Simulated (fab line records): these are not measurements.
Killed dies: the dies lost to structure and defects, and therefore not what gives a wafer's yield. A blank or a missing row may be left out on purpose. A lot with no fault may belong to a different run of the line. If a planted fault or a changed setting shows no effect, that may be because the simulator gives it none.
Comparing a struck lot with a sound one | flow sfqLine | 14 steps out of a route of 325
Sound: these wafers, L513.2, L513.3, L513.4. The struck wafers were L503.2, L503.4, L503.6. The cause comes at the end.
For every step that has rows: the tool of each side, followed by ch and its chambers, followed by its first start. Under that, the readings that differ: sound wafers | struck wafers | difference of the means | sigmas: that difference in standard deviations of wafers without a fault.
alike: readings whose means differ by less than 2 such deviations, and words and numbers that are the same on both sides. not compared: withheld readings, readings that some wafer has no value for, bounds like >300 that may hide the same value, and numbers for which the record gives no deviation and whose values overlap.
Wherever a step has rows on one side only, a row that says differs or no value, or a row with sigmas, the two part there. When numbers do not overlap yet have no deviation, they are printed without sigmas and do not part them. Lack of a reading on every wafer of one side parts them only where that side has two or more wafers.

first, 6 steps without rows for these wafers: SFQ_TRILAYER_M7_LITHO_COAT_182 (resist thk 62 nm); SFQ_TRILAYER_M7_LITHO_COAT_177 (resist thk 600 nm); SFQ_TRILAYER_M7_LITHO_SOFTBAKE_181; SFQ_TRILAYER_M7_LITHO_EXPOSE_178 (exposes mask M7, target cd 500 nm); SFQ_TRILAYER_M7_LITHO_PEB_180 (peb time 60 s); SFQ_TRILAYER_M7_LITHO_DEVELOP_179 (time 60 s).
SFQ_M7_OVL_MEAS_945:
  sound on overlay-02, day 88 08:42; struck on overlay-01, day 81 05:25
  alike: M7_OVL
SFQ_TRILAYER_M7_BARC_OPEN_METAL_ETCH_229: etches BARC in O2, target depth 125 nm, time 41.7 s.
  sound on rieMetal-04 ch 0,1, day 88 08:44; struck on rieMetal-02 ch 1, day 81 05:26
reading                  | sound       | struck      | difference | sigmas
drypumpMotorCurrentA (A) | 5.4 5.4 5.5 | 6.3 6.3 6.3 | +0.9       | +2
  alike: chamberPressureMTorr, oesProductAu
  not compared: rfHoursCounterH
SFQ_TRILAYER_M7_ETCH_METAL_ETCH_180: etches Nb in Cl2/Ar, stops on SiO2, target depth 240 nm, time 120 s.
  sound on rieMetal-04 ch 0,1, day 88 08:47; struck on rieMetal-02 ch 1, day 81 05:30
reading                  | sound       | struck      | difference | sigmas
drypumpMotorCurrentA (A) | 5.4 5.4 5.5 | 6.3 6.3 6.3 | +0.9       | +2
  alike: chamberPressureMTorr, oesProductAu
  not compared: rfHoursCounterH
SFQ_TRILAYER_M7_STRIP_STRIP_181: strips in O2.
  sound on rieMetal-04 ch 0,1, day 88 08:55; struck on rieMetal-02 ch 1, day 81 05:37
reading                  | sound       | struck      | difference | sigmas
drypumpMotorCurrentA (A) | 5.4 5.4 5.5 | 6.3 6.3 6.3 | +0.9       | +2
  alike: chamberPressureMTorr, oesProductAu
  not compared: rfHoursCounterH
then, 1 step without rows for these wafers: SFQ_TRILAYER_M7_STRIP_SOLV_CLEAN_182 (cleans in NMP, time 600 s).
SFQ_TRILAYER_I7_DEP_PECVD_183: deposits SiO2 from SiH4/N2O, time 111.11 s, target thk 500 nm.
  sound on pecvd-04 ch 0,1, day 88 09:52; struck on pecvd-01 ch 0,2, day 81 06:27
  alike: heaterPowerW, susceptorTempC, throttleValvePct
SFQ_TRILAYER_I7_CMP_CMP_184: polishes SiO2.
  sound on cmp-02 ch 0,1,3, day 88 09:57; struck on cmp-01 ch 2,3, day 81 10:07
reading               | sound             | struck            | difference | sigmas
headPressurePsi (psi) | 3.001 3.001 2.999 | 2.326 2.325 2.323 | -0.676     | -99 or more
timeToEndpointS (s)   | 213 213 213       | 278 272 272       | +61        | +9
  alike: motorCurrentA, slurryFilterDpKPa
SFQ_I7_BOW_MEAS_946:
  sound on filmMetro-01, day 88 12:58; struck on filmMetro-03, day 81 12:38
  alike: I7_BOW

== WHERE THEY PART ==
First at SFQ_TRILAYER_M7_BARC_OPEN_METAL_ETCH_229; last, within this record, at SFQ_TRILAYER_I7_CMP_CMP_184. Later steps at which nothing parts them and some readings are alike: SFQ_I7_BOW_MEAS_946.

WHY: what the simulator had put in
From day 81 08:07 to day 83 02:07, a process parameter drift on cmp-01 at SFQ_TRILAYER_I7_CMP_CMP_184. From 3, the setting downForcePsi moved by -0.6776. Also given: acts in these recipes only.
